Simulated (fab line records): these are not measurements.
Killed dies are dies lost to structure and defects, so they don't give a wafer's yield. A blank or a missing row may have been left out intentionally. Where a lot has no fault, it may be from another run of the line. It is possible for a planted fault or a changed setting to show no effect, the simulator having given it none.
Which of the tools did it? ; flow gf180mcu ; 6 lots with 18 wafers sampled at 3 steps, on a route of 602 steps

WHAT EACH GAUGE READ, for each wafer
GF_V5_THK_MEAS_01.
lot;measured;on;V5_CVD_00_THK (nm)
L805;day 26 12:37;film metro-01;302 301 303
L809;day 27 22:43;film metro-02;305 302 305
L812;day 28 23:17;film metro-03;258 260 260
L821;day 31 10:34;film metro-01;304 303 304
L822;day 31 20:01;film metro-03;303 301 301
L825;day 32 08:25;film metro-01;299 301 299

WHAT TOOL EACH LOT RAN ON (gives the tool, then ch and the chambers of the sampled wafers, and finally the start)
lot;GF_MIM_SPUTTER_07;GF_V5_CVD_00
L805;pvd sputter-02, day 24 16:44;hdpcvd-01 ch 1,2, day 26 12:35
L809;pvd sputter-02, day 26 04:17;hdpcvd-01 ch 0,1,2, day 27 22:40
L812;pvd sputter-03, day 27 07:40;hdpcvd-01 ch 0,1,2, day 28 23:14
L821;pvd sputter-02, day 29 22:00;hdpcvd-02 ch 0,2, day 31 10:32
L822;pvd sputter-04, day 30 07:58;hdpcvd-01 ch 1,2, day 31 19:58
L825;pvd sputter-03, day 30 21:04;hdpcvd-02 ch 0,2, day 32 08:23
- GF_MIM_SPUTTER_07: material TiN, target thk 60 nm, time 50 s.
- GF_V5_CVD_00: deposits SiO2, target thk 300 nm, time 50 s.

THE ANSWER, worked out from the rows above alone
Rule: usual is defined by the lots themselves. The widest of any qualifying gaps counts: lots, ordered by their means at a reading, are off when they make up no more than a third of the lots, leave a main group of 4 or more, and stand apart from it by 3 or more times the standard deviation of that group's means. The tables above print the reading to a certain number of digits; a main group whose means all agree to those digits is not used. Also off: a lot with no number at a reading for which 4 or more lots have one. All remaining lots with rows at the step are treated as sound.
Off: L812, at GF_V5_THK_MEAS_01 (V5_CVD_00_THK). Mean 302 nm and standard deviation 1.6 in the main group.
A tool fits if, at a process step before that reading, it ran every lot that is off, and no sound lot after the first of them. Those tools and the gauges at GF_V5_THK_MEAS_01 are tried in the same way. Not one of the candidates tried fits.

WHAT HAD BEEN PUT IN BY THE SIMULATOR
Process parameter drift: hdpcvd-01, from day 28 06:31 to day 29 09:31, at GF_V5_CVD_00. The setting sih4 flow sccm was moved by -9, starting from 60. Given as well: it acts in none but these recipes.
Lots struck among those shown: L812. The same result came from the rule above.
